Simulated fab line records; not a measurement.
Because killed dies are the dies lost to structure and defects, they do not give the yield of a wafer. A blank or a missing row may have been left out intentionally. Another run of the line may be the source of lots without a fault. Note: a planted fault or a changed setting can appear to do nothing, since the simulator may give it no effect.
Chamber matching + flow sky130 + 4 sister chambers for SKY_CONTACT_CMP_04 on cmp-01
The step polishes SiO2. 8 wafers are shown with their chamber, then 7 later ones without.

== WAFERS WITH THEIR CHAMBER ==
| wafer  | chamber | motor_current_A (A) | time_to_endpoint_s (s) |
|--------|---------|---------------------|------------------------|
| L141.1 | 0       | 9.4                 | 87                     |
| L141.2 | 1       | 13.4                | 87                     |
| L143.4 | 0       | 9.5                 | 82                     |
| L143.5 | 3       | 11.0                | 81                     |
| L145.1 | 2       | 11.1                | 81                     |
| L145.2 | 3       | 11.2                | 80                     |
| L145.5 | 2       | 11.2                | 86                     |
| L147.1 | 1       | 12.8                | 86                     |

== WAFERS WITH NO CHAMBER GIVEN ==
| wafer  | motor_current_A (A) | time_to_endpoint_s (s) |
|--------|---------------------|------------------------|
| L147.2 | 9.2                 | 87                     |
| L147.3 | 11.1                | 87                     |
| L153.3 | 12.5                | 92                     |
| L153.4 | 11.2                | 87                     |
| L153.6 | 13.0                | 90                     |
| L155.5 | 9.2                 | 84                     |
| L155.6 | 11.4                | 67                     |

== WHICH CHAMBER EACH ONE RAN IN ==
| wafer  | from the rows above     | in truth |
|--------|-------------------------|----------|
| L147.2 | 0                       | 0        |
| L147.3 | can't be placed: 2 or 3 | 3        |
| L153.3 | 1                       | 1        |
| L153.4 | can't be placed: 2 or 3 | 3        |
| L153.6 | 1                       | 1        |
| L155.5 | 0                       | 0        |
| L155.6 | can't be placed: 3 or 2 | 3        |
Correct placement for 4 of the 7. Can't be placed from these rows: 3 (the true chamber is among the candidates in 3). Wrongly placed: 0.
How it was worked out, from the rows above alone: a wafer's distance from a chamber is the root of the sum, over the readings, of the square of ((its reading less the chamber's mean) divided by the reading's scatter). The wafer belongs to the nearest chamber; if the next one is less than 2 further off, it can't be placed. Each chamber's mean is taken over the wafers shown for it. The scatter: the root of (the sum of the squares of (reading less its chamber's mean) over the shown wafers, divided by (wafers less chambers)).
